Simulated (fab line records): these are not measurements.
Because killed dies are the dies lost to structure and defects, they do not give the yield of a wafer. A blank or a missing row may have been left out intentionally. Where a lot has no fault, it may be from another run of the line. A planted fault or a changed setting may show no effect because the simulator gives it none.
The same fault as seen by 2 desks    flow gf180mcu    numbers are kept per desk, each desk with only its own; the story behind them comes last

== DESK OF THE TOOL OWNER: plasma asher-02 ==
The tool's own readings at GF_NSD_STRIP_11 (strips in O2/N2): means of the sampled wafers that have a number, for each lot that ran on this tool. Any lot whose mean is over 4 standard deviations away from the usual mean is out of limits and marked OUT; that distance is given in the brackets.
Columns: A = drypump motor current A at GF_NSD_STRIP_11, usual 5.9 A; B = heater power w at GF_NSD_STRIP_11, usual 335 W; C = n2 flow sccm at GF_NSD_STRIP_11, usual 300.1 sccm; D = oes product au at GF_NSD_STRIP_11, usual 0.488 a.u.; E = strip time to endpoint s at GF_NSD_STRIP_11, usual 22.87 s
lot   first seen here  A    B    C      D                E
L673  day 14 10:25     6.0  347  300.0  0.489            22.83
L676  day 14 22:53     6.0  347  300.1  0.487            22.83
L679  day 16 04:02     5.7  349  300.3  0.488            22.90
L682  day 16 23:22     5.7  349  299.7  0.486            22.94
L689  day 19 18:32     6.4  343  300.0  0.354 (-27) OUT  -
This desk's verdict: out of limits on L689, starting with L689 at day 19 18:32 (oes product au at GF_NSD_STRIP_11). L673, L676, L679, L682: within limits.

== METROLOGY DESK ==
What the gauges read for every lot (on any tool): the sampled wafers with a number, averaged. Any lot whose mean is over 4 standard deviations away from the usual mean is out of limits and marked OUT; that distance is given in the brackets.
Columns: A = HV_LDD_03_OVL at GF_HV_LDD_OVL_MEAS_47, usual -0.2 nm; B = PSD_TW at GF_PSD_TW_MEAS_11, usual 3141; C = PSD_RS at GF_PSD_RS_MEAS_15, usual 109.6 ohm/sq
lot   first seen here  A     B             C
L671  day 12 13:38     -1.4  3102          109.9
L673  day 13 10:44     0.5   3144          109.4
L674  day 13 13:11     -2.6  3100          109.8
L675  day 13 20:53     -0.7  3099          109.6
L676  day 13 21:11     -1.5  3104          109.9
L679  day 15 01:55     -1.7  3200          110.0
L681  day 15 16:19     0.4   3204          109.7
L682  day 15 22:04     -0.1  3115          109.6
L683  day 16 10:46     0.6   3096          109.6
L689  day 18 14:31     0.5   30 (-58) OUT  109.7
L692  day 19 10:37     -0.1  3208          109.7
L693  day 19 20:55     -0.4  3120          109.0
L694  day 20 04:08     2.3   3089          109.9
Finding of this desk: L689 out of limits, first seen on L689 at day 20 19:12 (PSD_TW at GF_PSD_TW_MEAS_11). L671, L673, L674, L675, L676, L679, L681, L682, L683, L692, L693, L694: within limits.

== BROUGHT TOGETHER ==
The tool owner's desk had the chance to raise an alarm at day 19 18:32 on L689.
The metrology desk could have raised an alarm at day 20 19:12, on L689.
All the named lots went through GF_NSD_STRIP_11 on plasma asher-02.

== WHAT THE SIMULATOR HAD PUT IN ==
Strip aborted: plasma asher-02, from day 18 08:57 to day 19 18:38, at GF_NSD_STRIP_11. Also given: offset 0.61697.
Shown lots that were struck: L689.
Fault start to first reading out of limits, in hours, per desk: tool owner, 34; metrology, 58.
